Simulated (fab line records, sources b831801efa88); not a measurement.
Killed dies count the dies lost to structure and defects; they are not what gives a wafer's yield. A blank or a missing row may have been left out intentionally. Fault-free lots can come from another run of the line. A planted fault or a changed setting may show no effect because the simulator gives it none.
2 desks looking at one fault | flow sky130 | each desk holds nothing but its own numbers, with what lay behind them at the end

AT THE METROLOGY DESK
Lot by lot, what the gauges showed, no matter which tool ran the lot: averages of those sampled wafers that carry a number. A lot is out of limits, marked OUT, if its mean lies more than 4 standard deviations from the usual mean; the brackets give that distance.
Columns: A = VIA4_OVL at SKY_VIA4_OVL_MEAS_11, usual 1.4 nm; B = VIA4_W_RS at SKY_VIA4_RS_MEAS_19, usual 0.2273 ohm/sq; C = VIA4_W_THK at SKY_VIA4_THK_MEAS_20, usual 491 nm
lot  | first seen here | A    | B      | C
L980 | day 44 03:55    | 1.7  | 0.2261 | 488
L981 | day 44 04:34    | -0.2 | 0.2254 | 489
L993 | day 46 23:14    | 1.6  | 0.2257 | 496
L994 | day 47 11:22    | 1.1  | 0.2249 | 499
L998 | day 48 06:20    | 1.5  | 0.2272 | 492
L100 | day 48 14:13    | 3.6  | 0.2275 | 493
This desk's finding: nothing out of limits on any of the 6 lots.

THE TOOL OWNER'S DESK: pvd-sputter-02
The tool's own readings at SKY_METAL5_SPUTTER_01 (material TiN, target thk 20 nm, time 16.7 s): means of the sampled wafers that have a number, for each lot that ran on this tool. A lot is out of limits, marked OUT, if its mean lies more than 4 standard deviations from the usual mean; the brackets give that distance.
Columns: A = cathode-dc-power-W at SKY_METAL5_SPUTTER_01, usual 6500.0 W; B = throttle-valve-pct at SKY_METAL5_SPUTTER_01, usual 29.8 %
lot  | first seen here | A                        | B
L981 | day 44 05:59    | 6500.4                   | 29.5
L993 | day 47 01:07    | 6338.6 (-99 or more) OUT | 29.8
L994 | day 47 12:47    | 6338.4 (-99 or more) OUT | 29.7
This desk's finding: out of limits on L993, L994; first on L993, day 47 01:07 (cathode-dc-power-W at SKY_METAL5_SPUTTER_01). In limits: L981.

ALL TOGETHER
The tool owner's desk had the chance to raise an alarm at day 47 01:07 on L993, L994.
At the metrology desk, nothing out of limits was observed.
The metrology desk holds a record of L993, L994, inside its limits.
On pvd-sputter-02, each named lot ran SKY_METAL5_SPUTTER_01.

WHAT HAD BEEN PUT IN BY THE SIMULATOR
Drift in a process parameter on pvd-sputter-02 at SKY_METAL5_SPUTTER_01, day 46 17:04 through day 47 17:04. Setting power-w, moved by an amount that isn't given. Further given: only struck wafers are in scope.
Shown lots that were struck: L993, L994.
How many hours passed from the start of the fault until each desk's first out-of-limits reading: the tool owner's desk, 8.
